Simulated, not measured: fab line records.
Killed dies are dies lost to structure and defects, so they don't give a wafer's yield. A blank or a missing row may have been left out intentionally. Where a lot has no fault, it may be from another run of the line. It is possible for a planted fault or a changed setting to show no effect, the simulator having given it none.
A lot that was struck, set against a sound lot | flow sky130 | 44 steps out of a route of 708
Sound: these wafers, L470.3, L470.4, L470.5. Wafers L478.4, L478.6 were the ones struck. Last of all comes the cause.
Per side, at each step with rows, come the tool, then ch with its chambers, and then its first start. Under that, the readings that differ: sound wafers | struck wafers | difference of the means | sigmas: that difference in standard deviations of wafers without a fault.
alike: words and numbers the same on both sides, and readings whose means are apart by under 2 such deviations; not compared: readings that were withheld, readings missing a value for some wafer, numbers with overlapping values and no deviation given by the record, and bounds like >300 which may hide the same value.
Wherever a step has rows on one side only, a row that says differs or no value, or a row with sigmas, the two part there. Numbers that don't overlap but have no deviation are shown without sigmas and don't part them. Lack of a reading on every wafer of one side parts them only where that side has two or more wafers.

first, 3 steps without rows for these wafers: SKY_VIA2_STRIP_17 (strips in post etch residue remover, time 1200 s); SKY_VIA2_CLEAN_18 (cleans in IPA, time 180 s); SKY_VIA2_CLEAN_19 (cleans in O3/DIW).
SKY_VIA2_SPUTTER_20: material TiN, target thk 20 nm, time 80 s.
  sound: pvd sputter-01 at day 37 07:23; struck: pvd sputter-02 at day 39 21:50
  alike: throttle valve pct
then, 1 step without rows for these wafers: SKY_VIA2_CVD_21 (deposits W, target thk 420 nm, time 126.4 s).
SKY_VIA2_RS_MEAS_22: measures by four-point-probe.
  sound: film metro-01 at day 37 07:37; struck: film metro-01 at day 39 22:06
  alike: VIA2_W_RS
SKY_VIA2_THK_MEAS_23: measures by xrf.
  sound: film metro-01 at day 37 07:43; struck: film metro-01 at day 39 22:11
  alike: VIA2_W_THK
then, 1 step without rows for these wafers: SKY_VIA2_CMP_24 (polishes, stops on SiO2, t overpolish 20 s, target thk 0 nm).
SKY_METAL3_SPUTTER_00: material Ti, target thk 15 nm, time 10 s.
  sound: pvd sputter-04 at day 37 08:03; struck: pvd sputter-03 at day 39 22:35
  alike: throttle valve pct
then, 1 step without rows for these wafers: SKY_METAL3_SPUTTER_01 (material TiN, target thk 20 nm, time 16.7 s).
SKY_METAL3_SPUTTER_02: material AlCu, target thk 735 nm, time 39.1 s.
  sound: pvd sputter-04 at day 37 08:06; struck: pvd sputter-03 at day 39 22:38
  alike: throttle valve pct
then, 1 step without rows for these wafers: SKY_METAL3_SPUTTER_03 (material Ti, target thk 5 nm, time 3.3 s).
SKY_METAL3_SPUTTER_04: material TiN, target thk 70 nm, time 58.3 s.
  sound: pvd sputter-04 at day 37 08:10; struck: pvd sputter-03 at day 39 22:41
  reading                                    | sound             | struck      | difference | sigmas
  model.TiN_of_METAL3_SPUTTER_04.thk nm (nm) | 69.47 69.76 69.01 | 132.7 132.4 | +63.1      |
  alike: throttle valve pct
SKY_CAPM_CVD_00: deposits SiO2, target thk 15.5 nm.
  sound on pecvd-03 ch 0,1, day 37 08:13; struck on pecvd-04 ch 1,2, day 39 22:45
  alike: heater power w
SKY_CAPM_THK_MEAS_01:
  sound: film metro-02 at day 37 08:15; struck: film metro-02 at day 39 22:47
  alike: CAPM_CVD_00_THK
SKY_CAPM_SPUTTER_02: material TiN, target thk 200 nm, time 166.7 s.
  sound: pvd sputter-03 at day 37 08:17; struck: pvd sputter-03 at day 39 22:49
  alike: throttle valve pct
SKY_CAPM_RS_MEAS_03: measures by four-point-probe.
  sound: film metro-03 at day 37 08:26; struck: film metro-03 at day 39 22:59
  reading              | sound          | struck    | difference | sigmas
  CAPM_TIN_RS (ohm/sq) | 7.04 7.01 7.03 | 6.86 6.82 | -0.19      | -3
SKY_CAPM_THK_MEAS_04: measures by xrf.
  sound: film metro-03 at day 37 08:32; struck: film metro-03 at day 39 23:05
  alike: CAPM_TIN_THK
then, 7 steps without rows for these wafers: SKY_CAPM_DEHYDRATE_05 (time 60 s); SKY_CAPM_HMDS_06 (prime time 60 s); SKY_CAPM_COAT_07 (resist thk 1140 nm); SKY_CAPM_SOFTBAKE_08 (time 60 s); SKY_CAPM_EXPOSE_09 (exposes mask CAPM, target cd 1000 nm); SKY_CAPM_PEB_10; SKY_CAPM_DEVELOP_11 (develop time 60 s).
SKY_CAPM_OVL_MEAS_12:
  sound: overlay-01 at day 38 09:12; struck: overlay-02 at day 40 23:10
  alike: CAPM_OVL
then, 13 steps without rows for these wafers: SKY_CAPM_METAL_ETCH_13 (etches TiN in Cl2/BCl3, stops on SiO2, target depth 220 nm, time 62.9 s); SKY_CAPM_STRIP_14 (strips in O2/N2); SKY_CAPM_STRIP_15 (strips in post etch residue remover, time 1200 s); SKY_CAPM_CLEAN_16 (cleans in IPA, time 180 s); SKY_CAPM_CLEAN_17 (cleans in O3/DIW); SKY_METAL3_DEHYDRATE_05 (time 60 s); SKY_METAL3_HMDS_06 (prime time 60 s); SKY_METAL3_COAT_07 (resist thk 60 nm); SKY_METAL3_COAT_08 (resist thk 1140 nm); SKY_METAL3_SOFTBAKE_09 (time 90 s); SKY_METAL3_EXPOSE_10 (exposes mask MM3, target cd 300 nm); SKY_METAL3_PEB_11; SKY_METAL3_DEVELOP_12 (develop time 60 s).
SKY_METAL3_CD_MEAS_13: the cd target is 300 nm.
  sound: cd sem-01 at day 39 10:44; struck: cd sem-01 at day 42 00:23
  alike: cd nm
SKY_METAL3_OVL_MEAS_14:
  sound: overlay-02 at day 39 10:50; struck: overlay-01 at day 42 00:28
  alike: METAL3_OVL
then, 1 step without rows for these wafers: SKY_METAL3_DESCUM_15 (chemistry O2, time 8 s).
SKY_METAL3_METAL_ETCH_18: etches the open film in Cl2/BCl3, stops on SiO2, target depth 845 nm, time 183.1 s.
  sound on rie metal-03 ch 0,1, day 39 11:04; struck on rie metal-03 ch 0, day 42 00:48
  reading               | sound             | struck      | difference | sigmas
  oes product au (a.u.) | 0.865 0.857 0.863 | 0.904 0.908 | +0.044     | +8
  alike: drypump motor current A, mfc cl2 sccm, throttle valve pct
  not compared: rf hours counter h
-- the record jumps here: 7 days lie between the struck wafers' starts before and after (it left off in module METAL3 and takes up again in module PAD_OPEN, whose first step shown is number 708 of the route) --
SKY_PAD_OPEN_PROBE_99:
  sound: prober-01 at day 46 13:22; struck: prober-01 at day 48 15:28
  reading                       | sound             | struck     | difference | sigmas
  model.etest.via3 chain.rc ohm | 9.498 9.766 9.774 | 12.14 11.6 | +2.19      |
  alike: defect limited yield, killed_at_M0_to_M3, killed_at_M4_up, killed at contacts, killed at front end, killed at other, killed dies, killed open, killed short, sort_bin_3_pad_short, sort_bin_5_function, sort_bin_6_memory, sort n pass, sort yield pct

== WHERE THEY PART ==
Last at SKY_METAL3_METAL_ETCH_18 as far as this record goes, first at SKY_CAPM_RS_MEAS_03. Later steps at which nothing parts them and some readings are alike: SKY_PAD_OPEN_PROBE_99.

WHY: whatever the simulator had introduced
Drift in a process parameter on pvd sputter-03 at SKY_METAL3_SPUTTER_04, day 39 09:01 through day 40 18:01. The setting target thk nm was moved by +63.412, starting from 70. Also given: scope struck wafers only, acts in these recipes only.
